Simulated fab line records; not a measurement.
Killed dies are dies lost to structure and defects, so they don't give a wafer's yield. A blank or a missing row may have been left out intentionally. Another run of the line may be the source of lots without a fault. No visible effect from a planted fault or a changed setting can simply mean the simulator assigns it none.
fab line records	flow sky130
record lots=7	wafers=21	lastDay=49
route steps=708 shown FIELD_ISO@10 PAD_OPEN@708
lots untouched by any fault: they come from a run of this same line in which no faults occurred
startH: hours from the record's opening day to when the first of the lot's shown wafers began	waitH: time in hours since the lot's previous step	" identical to the entry in the row above	L1.1+2: one row covering several wafers at once	- no value, or no start was given	* or withheld: withheld	< > ~ a bound
route shown NAME@n: NAME is a module with steps in the file, n the number in the route of the first one	usual: the fault-free wafers' mean and standard deviation	same: alike in all rows	chamber/n: place in a boat	sites: readings site by site	_std_site: their standard deviation	_edge_site: mean of outer sites minus mean of inner sites	radiusMm: how far each site lies from the wafer's centre	mask NAME#n: copy n	behind: tool/chamber where the wafer was last shaped	hold: reason for holding the lot/hours on hold/outcome of the hold	device: transistor that didn't switch, given as n, p or np	end of line: the tests these same wafers got at the end of their route	where a step has no rows: the recipe by itself	killed: count of dies lost to structure and defects at first sort (not the wafer's yield)	map: shows each die of a wafer: x if killed, . if not, _ if none is there
set.NAME: setting as actually run; set.NAME@STEP: the setting as run at that earlier step	model.NAME: the simulator's own value behind a step, which no gauge read
lots seen at some steps along the route; tables by step, rows by wafer
services: from which hour (startH, from the record's first day; less than 0 if before it) a tool's chamber was out of use, for how many hours, and why
## steps
# step SKY_FIELD_ISO_SOFTBAKE_09
# recipe tempC=100	timeS=90	resist=KrF-thick
# step SKY_FIELD_ISO_EXPOSE_10
# recipe maskId=FOM	na=0.68	sourceShape=annular	sigmaInner=0.4	sigmaOuter=0.8	targetCdNm=150	doseMj=28
# step SKY_FIELD_ISO_PEB_11
# recipe pebTempC=withheld	pebTimeS=withheld	resist=KrF-thick
# step SKY_FIELD_ISO_DEVELOP_12
# recipe developTimeS=60	resist=KrF-thick	devTempC=21
# step SKY_FIELD_ISO_CD_MEAS_13
# recipe targetCdNm=150
# usual cdNm=150.1/1.4
lot.wafer	tool	chamber	startH	waitH	cdNm
L468.3	cdSem-01	-	38.52	-	147.6
L468.4	"	-	"	"	149.2
L468.6	"	-	"	"	149.7
L471.1	cdSem-02	-	54.51	-	149.1
L471.2	"	-	"	"	149.6
L471.6	"	-	"	"	150.0
L476.3	cdSem-02	-	81.35	-	151.4
L476.4	"	-	"	"	150.5
L476.5	"	-	"	"	151.5
L477.1	cdSem-02	-	87.97	-	150.9
L477.2	"	-	"	"	152.1
L477.4	"	-	"	"	151.3
L478.2	cdSem-02	-	90.88	-	150.9
L478.3	"	-	"	"	149.3
L478.4	"	-	"	"	150.7
L485.2	cdSem-02	-	126.85	-	151.5
L485.5	"	-	"	"	150.7
L485.6	"	-	"	"	149.6
L486.1	cdSem-02	-	132.77	-	150.1
L486.3	"	-	"	"	149.7
L486.6	"	-	"	"	150.3
# step SKY_FIELD_ISO_ETCH_14
# recipe chemistry=N2/H2	target=BARC	ionEnergyEv=200	sourceW=516.5	biasW=100	pressureMtorr=30	n2FlowSccm=100	h2FlowSccm=200	stopOn=SiO2	timeS=45.9	targetDepthA=600
# usual biasW=100.0/0.31	chamberPressureMTorr=29.997/0.029	drypumpMotorCurrentA=5.9/0.4	oesProductAu=0.855/0.005	rfFwdPowerW=510.5/2.5	throttleValvePct=13.223/0.0094
lot.wafer	tool	chamber	startH	waitH	biasW	chamberPressureMTorr	drypumpMotorCurrentA	oesProductAu	rfFwdPowerW	rfHoursCounterH	throttleValvePct
L468.3	rieDiel-02	3	38.60	0.1	100.0	29.965	6.1	0.851	507.6	42	13.224
L468.4	"	2	"	"	100.0	30.036	5.8	0.839	513.6	-	13.218
L468.6	"	0	"	"	100.0	30.026	5.9	0.860	511.2	-	13.222
L471.1	rieDiel-01	3	54.63	0.1	99.7	30.022	5.8	0.852	509.4	5	13.225
L471.2	"	0	"	"	100.6	29.964	6.3	0.855	509.6	5	13.204
L471.6	"	3	"	"	99.8	30.039	5.8	0.848	514.1	-	13.225
L476.3	rieDiel-02	1	81.43	0.1	100.1	29.998	5.0	0.848	512.0	1	13.208
L476.4	"	2	"	"	99.9	29.979	5.8	0.846	513.4	87	13.228
L476.5	"	0	"	"	99.8	30.002	5.9	0.859	510.4	-	13.232
L477.1	rieDiel-02	0	88.09	0.1	99.7	29.996	5.9	0.862	509.7	7	13.223
L477.2	"	2	"	"	100.1	30.057	5.8	0.851	513.3	87	13.231
L477.4	"	1	"	"	100.4	30.038	5.1	0.857	513.8	1	13.216
L478.2	rieDiel-01	2	90.98	0.1	99.6	29.982	5.8	0.854	510.5	40	13.212
L478.3	"	1	"	"	100.2	30.044	5.3	0.851	511.0	119	13.241
L478.4	"	3	"	"	99.7	30.012	5.8	0.854	512.0	5	13.224
L485.2	rieDiel-03	1	126.95	0.1	100.0	30.021	5.8	0.852	514.1	3	13.219
L485.5	"	3	"	"	99.6	29.984	6.3	0.850	506.0	-	13.229
L485.6	"	0	"	"	100.1	29.979	6.5	0.855	511.1	-	13.244
L486.1	rieDiel-01	1	132.89	0.1	100.1	30.029	5.3	0.847	510.8	120	13.223
L486.3	"	3	"	"	100.0	29.990	5.8	0.852	508.7	6	13.239
L486.6	"	0	"	"	100.4	30.012	6.4	0.850	510.4	-	13.237
# step SKY_FIELD_ISO_ETCH_15
# recipe chemistry=CHF3/O2	targetDepthNm=180	stopOn=Si	sourceW=600	biasW=200	pressureMtorr=40	chf3FlowSccm=50	O2_flow_sccm=5	timeS=72
# usual O2_flow_sccm=5.000/0.014	biasW=200.0/0.56	chamberPressureMTorr=40.00/0.035	drypumpMotorCurrentA=5.8/0.4	oesProductAu=0.950/0.0072	rfFwdPowerW=595.0/2.4	throttleValvePct=8.845/0.0086
lot.wafer	tool	chamber	startH	waitH	O2_flow_sccm	biasW	chamberPressureMTorr	drypumpMotorCurrentA	oesProductAu	rfFwdPowerW	rfHoursCounterH	throttleValvePct
L468.3	rieDiel-02	3	38.64	0.0	5.022	199.5	40.00	6.0	0.956	593.1	42	8.853
L468.4	"	2	"	"	4.992	199.8	39.98	5.8	0.958	598.4	-	8.838
L468.6	"	0	"	"	4.997	199.5	39.98	5.9	0.940	595.9	-	8.846
L471.1	rieDiel-01	3	54.67	0.0	4.998	199.7	40.05	5.8	0.945	595.1	5	8.853
L471.2	"	0	"	"	4.980	199.7	40.04	6.3	0.957	596.6	5	8.848
L471.6	"	3	"	"	4.992	200.3	39.94	5.7	0.943	593.5	-	8.851
L476.3	rieDiel-02	1	81.47	0.0	4.994	200.0	39.98	5.1	0.953	594.1	1	8.857
L476.4	"	2	"	"	4.993	200.2	39.98	5.8	0.961	595.9	87	8.842
L476.5	"	0	"	"	4.982	200.0	39.96	5.9	0.942	593.1	-	8.835
L477.1	rieDiel-02	0	88.14	0.0	4.987	200.7	39.93	5.9	0.963	594.8	7	8.844
L477.2	"	2	"	"	4.985	199.5	40.01	5.8	0.963	596.4	87	8.850
L477.4	"	1	"	"	4.999	200.9	39.95	5.1	0.962	596.8	1	8.842
L478.2	rieDiel-01	2	91.02	0.0	4.994	199.5	40.04	5.9	0.951	593.9	40	8.842
L478.3	"	1	"	"	5.011	200.2	40.01	5.3	0.939	595.6	119	8.844
L478.4	"	3	"	"	4.996	199.9	40.00	5.7	0.945	591.6	5	8.867
L485.2	rieDiel-03	1	126.99	0.0	4.980	200.1	39.99	5.8	0.939	597.6	3	8.854
L485.5	"	3	"	"	5.014	200.0	40.00	6.3	0.941	593.1	-	8.853
L485.6	"	0	"	"	5.007	199.8	40.04	6.5	0.943	597.6	-	8.838
L486.1	rieDiel-01	1	132.94	0.0	5.008	199.9	39.98	5.3	0.954	596.8	120	8.836
L486.3	"	3	"	"	4.981	199.7	40.03	5.8	0.965	596.0	6	8.850
L486.6	"	0	"	"	5.006	199.5	39.97	6.4	0.954	593.8	-	8.856
# step SKY_FIELD_ISO_STRIP_16
# recipe chemistry=O2/N2	powerW=1400	pressureMtorr=1500	platenTempC=withheld	o2FlowSccm=3000	n2FlowSccm=300	overashFraction=0.5
# usual chamberPressureMTorr=1499.9/1.3	drypumpMotorCurrentA=5.96/0.29	oesProductAu=0.378/0.0046	stripTimeToEndpointS=3.55/0.036
lot.wafer	tool	chamber	startH	waitH	chamberPressureMTorr	drypumpMotorCurrentA	oesProductAu	rfHoursCounterH	stripTimeToEndpointS
L468.3	plasmaAsher-02	0	38.73	0.1	1500.1	5.93	0.378	-	3.59
L468.4	"	1	"	"	1501.0	6.00	0.377	-	3.55
L468.6	"	0	"	"	1500.7	5.99	0.384	-	3.62
L471.1	plasmaAsher-03	1	54.73	0.0	1497.9	5.79	0.379	21	3.50
L471.2	"	0	"	"	1501.1	6.35	0.373	21	3.49
L471.6	"	0	"	"	1499.8	6.32	0.386	-	3.52
L476.3	plasmaAsher-02	0	81.56	0.1	1501.1	5.95	0.371	-	3.46
L476.4	"	1	"	"	1498.9	6.00	0.377	-	3.50
L476.5	"	0	"	"	1498.9	5.95	0.375	-	3.57
L477.1	plasmaAsher-02	1	88.19	0.0	1500.3	6.02	0.385	38	3.59
L477.2	"	0	"	"	1499.9	5.96	0.377	38	3.54
L477.4	"	0	"	"	1501.1	5.96	0.382	-	3.50
L478.2	plasmaAsher-03	0	91.08	0.0	1500.7	6.31	0.382	24	3.62
L478.3	"	1	"	"	1501.3	5.79	0.373	-	3.49
L478.4	"	0	"	"	1500.6	6.31	0.377	-	3.56
L485.2	plasmaAsher-04	1	127.05	0.0	1499.5	6.31	0.378	46	3.55
L485.5	"	0	"	"	1499.2	5.32	0.384	-	3.54
L485.6	"	1	"	"	1500.2	6.32	0.379	-	3.52
L486.1	plasmaAsher-02	1	132.99	0.0	1500.6	6.01	0.383	43	3.49
L486.3	"	0	"	"	1498.8	5.94	0.371	-	3.52
L486.6	"	0	"	"	1499.8	5.93	0.376	-	3.52
# step SKY_FIELD_ISO_ETCH_17
# recipe targetDepthA=3420	maskMaterial=Si3N4	chemistry=HBr/Cl2/O2	target=Si	taperDeg=5	icpW=600	biasW=150	pressureMtorr=15	HBr_flow_sccm=150	Cl2_flow_sccm=40	O2_flow_sccm=6	timeS=97.7
# usual HBr_flow_sccm=150.0/0.5	O2_flow_sccm=5.998/0.019	biasW=150.0/0.42	chamberPressureMTorr=14.997/0.014	drypumpMotorCurrentA=5.3/0.35	oesProductAu=1.005/0.0097	rfFwdPowerW=596.3/2.1	throttleValvePct=25.653/0.011
lot.wafer	tool	chamber	startH	waitH	HBr_flow_sccm	O2_flow_sccm	biasW	chamberPressureMTorr	drypumpMotorCurrentA	oesProductAu	rfFwdPowerW	rfHoursCounterH	throttleValvePct
L468.3	rieSi-01	0	38.80	0.0	150.7	5.994	150.5	14.983	5.5	1.011	600.8	54	25.660
L468.4	"	1	"	"	149.4	5.969	150.3	15.006	4.9	1.007	598.2	2	25.649
L468.6	"	3	"	"	150.4	5.998	149.9	14.991	5.6	1.009	595.0	-	25.650
L471.1	rieSi-02	2	54.83	0.1	150.7	6.016	150.9	15.020	5.8	1.011	597.4	3	25.658
L471.2	"	1	"	"	149.8	6.020	150.4	14.990	4.9	1.027	595.2	3	25.635
L471.6	"	1	"	"	150.4	6.012	150.3	15.000	4.9	1.028	593.9	-	25.647
L476.3	rieSi-01	3	81.63	0.0	150.0	5.978	149.9	14.999	5.7	0.998	600.3	1	25.659
L476.4	"	3	"	"	150.2	6.013	149.9	14.987	5.6	1.003	598.2	-	25.648
L476.5	"	0	"	"	150.0	6.010	149.9	14.977	5.5	1.001	596.2	-	25.652
L477.1	rieSi-01	0	88.29	0.1	150.1	5.996	150.3	14.993	5.5	0.994	594.6	54	25.641
L477.2	"	3	"	"	149.7	6.006	150.9	15.001	5.6	0.998	598.7	1	25.662
L477.4	"	2	"	"	150.3	5.952	150.1	15.020	5.1	1.009	596.7	10	25.649
L478.2	rieSi-02	1	91.18	0.1	149.3	5.975	149.3	14.998	4.9	1.020	595.5	4	25.642
L478.3	"	2	"	"	150.1	5.949	150.9	14.987	5.8	1.000	597.1	3	25.655
L478.4	"	3	"	"	149.7	5.982	149.7	15.006	5.9	1.010	595.1	0	25.647
L485.2	rieSi-02	3	127.15	0.1	149.2	6.017	150.5	15.003	5.9	1.003	591.5	0	25.643
L485.5	"	1	"	"	149.9	5.985	149.3	15.008	4.9	1.017	596.9	-	25.640
L485.6	"	2	"	"	150.0	6.010	150.0	14.990	5.8	0.999	598.1	-	25.661
L486.1	rieSi-01	1	133.09	0.1	150.0	5.997	149.9	15.002	4.9	1.017	596.3	2	25.660
L486.3	"	0	"	"	150.0	6.019	149.3	14.996	5.5	0.995	598.0	54	25.668
L486.6	"	3	"	"	150.0	6.024	150.1	15.019	5.6	0.992	596.2	-	25.670
# step SKY_FIELD_ISO_WET_ETCH_18
# recipe chemistry=H3PO4	targetDepthNm=25	tempC=160	target=Si3N4	timeS=286
# step SKY_FIELD_ISO_CLEAN_19
# recipe chemistry=SC1/SC2	mix=1:4:20	tempC=70	timeS=150
# step SKY_FIELD_ISO_CLEAN_20
# recipe chemistry=dHF	timeS=20	dilution=100:1
# step SKY_FIELD_ISO_WET_ETCH_21
# recipe chemistry=dHF	dilution=100:1	targetDepthNm=20	dry=ipaMarangoni	target=SiO2	tempC=25	timeS=400
# usual bathHeatDutyPct=6.2/1.1	runLengthS=429/3.6
lot.wafer	tool	chamber	startH	waitH	bathHeatDutyPct	runLengthS
L468.3	wetBench-02	0	39.04	0.0	6.0	433
L468.4	"	0	"	"	6.0	433
L468.6	"	0	"	"	6.4	433
L471.1	wetBench-01	1	55.05	0.0	7.3	433
L471.2	"	1	"	"	7.3	433
L471.6	"	1	"	"	6.8	433
L476.3	wetBench-02	1	81.87	0.0	-	-
L476.4	"	1	"	"	-	-
L476.5	"	1	"	"	-	-
L477.1	wetBench-01	3	88.53	0.0	-	-
L477.2	"	3	"	"	-	-
L477.4	"	3	"	"	-	-
L478.2	wetBench-01	2	91.40	0.0	-	-
L478.3	"	2	"	"	-	-
L478.4	"	2	"	"	-	-
L485.2	wetBench-01	0	127.37	0.0	7.4	426
L485.5	"	0	"	"	7.3	426
L485.6	"	0	"	"	7.4	426
L486.1	wetBench-01	3	133.31	0.0	5.3	426
L486.3	"	3	"	"	6.1	426
L486.6	"	3	"	"	5.7	426
# step SKY_FIELD_ISO_OXIDATION_22
# recipe tempC=950	ambient=O2	stabiliseS=600	purgeS=300	targetThkA=100	oxTimeS=623
# step SKY_PAD_OPEN_PROBE_99
# usual killed_at_M0_to_M3=43/6.6	killed_at_M4_up=3.4/1.8	killedAtContacts=24/4.9	killedAtFrontEnd=15/4.1	killedAtOther=0.3/0.55	killedDies=85/8.8	killedOpen=46/6.1	killedShort=39/5.7
# same grossDies=492	killedAtBackSide=0
lot.wafer	tool	chamber	startH	waitH	killed_at_M0_to_M3	killed_at_M4_up	killedAtContacts	killedAtFrontEnd	killedAtOther	killedDies	killedOpen	killedShort
L468.3	prober-02	-	1093.81	0.2	39	4	21	19	0	83	41	42
L468.4	prober-02	-	1093.86	0.2	36	3	32	14	1	86	50	36
L468.6	prober-02	-	1093.96	0.2	35	4	22	10	0	71	32	39
L471.1	prober-01	-	1104.39	0.1	39	1	25	7	0	72	39	33
L471.2	prober-01	-	1104.44	0.1	47	5	23	12	0	87	48	39
L471.6	prober-01	-	1104.64	0.2	28	3	21	17	0	69	40	29
L476.3	prober-02	-	1139.37	0.2	40	4	28	13	1	86	48	38
L476.4	prober-02	-	1139.42	0.2	46	4	23	18	0	91	50	41
L476.5	prober-02	-	1139.47	0.2	49	3	35	12	0	99	52	47
L477.1	prober-01	-	1145.70	0.1	47	1	30	18	0	96	49	46
L477.2	prober-01	-	1145.75	0.1	49	5	19	13	0	86	47	39
L477.4	prober-01	-	1145.85	0.2	41	3	24	12	0	80	44	35
L478.2	prober-02	-	1149.46	0.1	35	3	31	15	0	84	49	35
L478.3	prober-02	-	1149.51	0.2	45	2	19	19	0	85	45	40
L478.4	prober-02	-	1149.56	0.2	51	1	17	13	0	82	46	36
L485.2	prober-01	-	1183.56	0.1	56	5	19	19	0	99	48	50
L485.5	prober-01	-	1183.71	0.2	47	1	26	13	0	87	51	36
L485.6	prober-01	-	1183.76	0.2	52	6	23	12	0	93	46	47
L486.1	prober-02	-	1185.01	0.1	33	5	21	20	0	79	42	37
L486.3	prober-02	-	1185.11	0.2	35	3	26	14	0	78	39	39
L486.6	prober-02	-	1185.26	0.2	43	2	23	10	1	79	46	33
# killed by level:class
L468.3 CONTACT:geometricParticle:open=8 VIA1:geometricParticle:open=7 POLY_GATE:geometricParticle:open=6 VIA2:geometricParticle:open=6 CONTACT:geometricParticle:short=5 METAL1:geometricParticle:short=5 VIA1:geometricParticle:short=5 VIA3:geometricParticle:open=5
L468.4 CONTACT:geometricParticle:open=17 VIA1:geometricParticle:open=7 VIA3:geometricParticle:open=7 CONTACT:geometricParticle:short=6 VIA1:geometricParticle:short=5 POLY_GATE:geometricParticle:open=4 LOCAL_INTERCONNECT:geometricParticle:short=4 METAL1:geometricParticle:short=4
L468.6 CONTACT:geometricParticle:open=8 METAL1:geometricParticle:short=7 VIA1:geometricParticle:open=7 CONTACT:geometricParticle:short=6 VIA2:geometricParticle:short=6 METAL2:geometricParticle:short=4 POLY_GATE:geometricParticle:open=3 LI_CONTACT:geometricParticle:open=3
L471.1 CONTACT:geometricParticle:open=13 VIA1:geometricParticle:open=12 METAL1:geometricParticle:short=11 METAL2:geometricParticle:short=6 CONTACT:geometricParticle:short=5 LI_CONTACT:geometricParticle:short=4 VIA1:geometricParticle:short=3 LI_CONTACT:geometricParticle:open=3
L471.2 VIA1:geometricParticle:open=11 CONTACT:geometricParticle:open=11 VIA2:geometricParticle:open=8 VIA3:geometricParticle:short=7 METAL2:geometricParticle:short=7 VIA1:geometricParticle:short=6 LI_CONTACT:geometricParticle:open=6 POLY_GATE:geometricParticle:short=5
L471.6 CONTACT:geometricParticle:open=8 LI_CONTACT:geometricParticle:open=7 VIA3:geometricParticle:open=5 FIELD_ISO:geometricParticle:open=4 FIELD_ISO:geometricParticle:short=4 POLY_GATE:geometricParticle:short=4 METAL1:geometricParticle:short=4 VIA2:geometricParticle:open=4
L476.3 LI_CONTACT:geometricParticle:open=13 CONTACT:geometricParticle:open=7 VIA2:geometricParticle:open=7 VIA1:geometricParticle:short=7 VIA3:geometricParticle:open=6 LI_CONTACT:geometricParticle:short=5 POLY_GATE:geometricParticle:open=4 VIA1:geometricParticle:open=4
L476.4 LI_CONTACT:geometricParticle:open=11 VIA1:geometricParticle:open=11 VIA2:geometricParticle:open=7 VIA2:geometricParticle:short=6 FIELD_ISO:geometricParticle:short=5 FIELD_ISO:geometricParticle:open=5 CONTACT:geometricParticle:short=5 METAL2:geometricParticle:short=5
L476.5 CONTACT:geometricParticle:open=11 VIA1:geometricParticle:short=8 VIA2:geometricParticle:open=8 VIA3:geometricParticle:open=7 LI_CONTACT:geometricParticle:short=7 VIA1:geometricParticle:open=6 LI_CONTACT:geometricParticle:open=6 CONTACT:geometricParticle:short=5
L477.1 VIA1:geometricParticle:open=13 CONTACT:geometricParticle:open=11 LOCAL_INTERCONNECT:geometricParticle:short=8 METAL1:geometricParticle:short=7 VIA2:geometricParticle:open=7 LI_CONTACT:geometricParticle:open=6 VIA3:geometricParticle:open=5 FIELD_ISO:geometricParticle:short=4
L477.2 VIA3:geometricParticle:open=10 METAL1:geometricParticle:short=7 VIA1:geometricParticle:open=7 LI_CONTACT:geometricParticle:open=6 VIA2:geometricParticle:open=6 VIA3:geometricParticle:short=5 CONTACT:geometricParticle:open=5 CONTACT:geometricParticle:short=4
L477.4 VIA1:geometricParticle:open=9 LI_CONTACT:geometricParticle:open=8 CONTACT:geometricParticle:open=7 VIA3:geometricParticle:open=6 VIA2:geometricParticle:open=6 VIA1:geometricParticle:short=5 METAL1:geometricParticle:short=5 POLY_GATE:geometricParticle:open=4
L478.2 VIA1:geometricParticle:open=12 CONTACT:geometricParticle:open=11 LI_CONTACT:geometricParticle:open=8 LOCAL_INTERCONNECT:geometricParticle:short=8 VIA2:geometricParticle:open=6 METAL1:geometricParticle:short=5 VIA3:geometricParticle:open=5 FIELD_ISO:geometricParticle:short=4
L478.3 VIA1:geometricParticle:open=13 METAL1:geometricParticle:short=7 FIELD_ISO:geometricParticle:open=6 LOCAL_INTERCONNECT:geometricParticle:short=6 VIA3:geometricParticle:short=5 VIA2:geometricParticle:open=5 CONTACT:geometricParticle:open=5 VIA3:geometricParticle:open=5
L478.4 VIA1:geometricParticle:open=16 VIA2:geometricParticle:open=9 METAL2:geometricParticle:short=9 METAL1:geometricParticle:short=6 CONTACT:geometricParticle:open=5 LI_CONTACT:geometricParticle:open=5 VIA3:geometricParticle:open=5 FIELD_ISO:geometricParticle:short=4
L485.2 VIA1:geometricParticle:open=12 METAL1:geometricParticle:short=9 CONTACT:geometricParticle:open=8 VIA1:geometricParticle:short=8 VIA3:geometricParticle:open=7 POLY_GATE:geometricParticle:short=6 METAL2:geometricParticle:short=6 SPACER:geometricParticle:open=4
L485.5 VIA1:geometricParticle:open=10 VIA3:geometricParticle:open=9 CONTACT:geometricParticle:open=9 VIA2:geometricParticle:open=9 LI_CONTACT:geometricParticle:open=6 CONTACT:geometricParticle:short=6 FIELD_ISO:geometricParticle:short=3 POLY_GATE:geometricParticle:short=3
L485.6 VIA1:geometricParticle:open=11 VIA2:geometricParticle:open=9 METAL1:geometricParticle:short=8 CONTACT:geometricParticle:open=7 CONTACT:geometricParticle:short=7 METAL2:geometricParticle:short=6 VIA3:geometricParticle:open=6 VIA2:geometricParticle:short=5
L486.1 VIA1:geometricParticle:open=11 LI_CONTACT:geometricParticle:open=6 POLY_GATE:geometricParticle:short=5 POLY_GATE:geometricParticle:open=5 LOCAL_INTERCONNECT:geometricParticle:short=5 CONTACT:geometricParticle:open=5 FIELD_ISO:geometricParticle:open=4 CONTACT:geometricParticle:short=4
L486.3 LI_CONTACT:geometricParticle:open=8 VIA1:geometricParticle:open=8 FIELD_ISO:geometricParticle:short=6 CONTACT:geometricParticle:open=5 VIA1:geometricParticle:short=5 LI_CONTACT:geometricParticle:short=4 LOCAL_INTERCONNECT:geometricParticle:short=4 CONTACT:geometricParticle:short=4
L486.6 VIA1:geometricParticle:open=11 CONTACT:geometricParticle:open=10 METAL2:geometricParticle:short=7 FIELD_ISO:geometricParticle:open=6 LI_CONTACT:geometricParticle:open=6 VIA2:geometricParticle:open=5 VIA1:geometricParticle:short=4 LOCAL_INTERCONNECT:geometricParticle:short=4
## services
tool	chamber	startH	hours	kind
rieDiel-03	3	24.40	7.5	repair
rieDiel-02	1	28.35	-	clean
rieDiel-02	1	28.35	17.0	scheduledDown
rieDiel-02	1	28.35	17.0	ventCycle
plasmaAsher-02	-	30.29	0.5	repair
rieSi-02	3	47.83	-	clean
rieSi-02	3	47.83	18.9	scheduledDown
rieSi-02	3	47.83	18.9	ventCycle
plasmaAsher-03	-	69.39	4.0	repair
rieSi-02	-	69.46	2.8	pm
rieSi-01	3	70.37	5.5	repair
rieDiel-01	-	71.12	14.6	pm
rieDiel-03	2	76.33	-	clean
rieDiel-03	2	76.33	16.7	scheduledDown
rieDiel-03	2	76.33	16.7	ventCycle
rieSi-01	2	79.90	6.9	repair
rieDiel-01	1	87.94	1.4	repair
rieSi-01	2	101.22	3.8	repair
rieSi-02	3	101.42	6.8	repair
rieDiel-02	0	103.91	7.1	repair
rieDiel-01	1	116.92	12.5	repair
rieSi-01	-	123.28	2.8	pm
plasmaAsher-04	-	132.59	1.7	repair
## key
firstSign step=SKY_FIELD_ISO_WET_ETCH_21	reading=toolRecord	direction=missing
effect none on later readings
metAt SKY_FIELD_ISO_WET_ETCH_21
struckWafers L476.3,L476.4,L476.5,L477.1,L477.2,L477.4,L478.2,L478.3,L478.4
testerLeftOut L476,L477,L478
onsetBetween 55.05 81.87
fault kind=skippedStepWhole	tool=wetBench-01,wetBench-02	chamber=-	onsetH=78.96	steps=SKY_FIELD_ISO_WET_ETCH_21	scope=struckLotsOnly
# testerLeftOut: of these lots the tester's yield and bins aren't shown, on N5 and GAA mostly nor the transistor test; their killed dies are dies lost to structure and defects alone, not to doping, threshold or leakage, so they don't give the yield
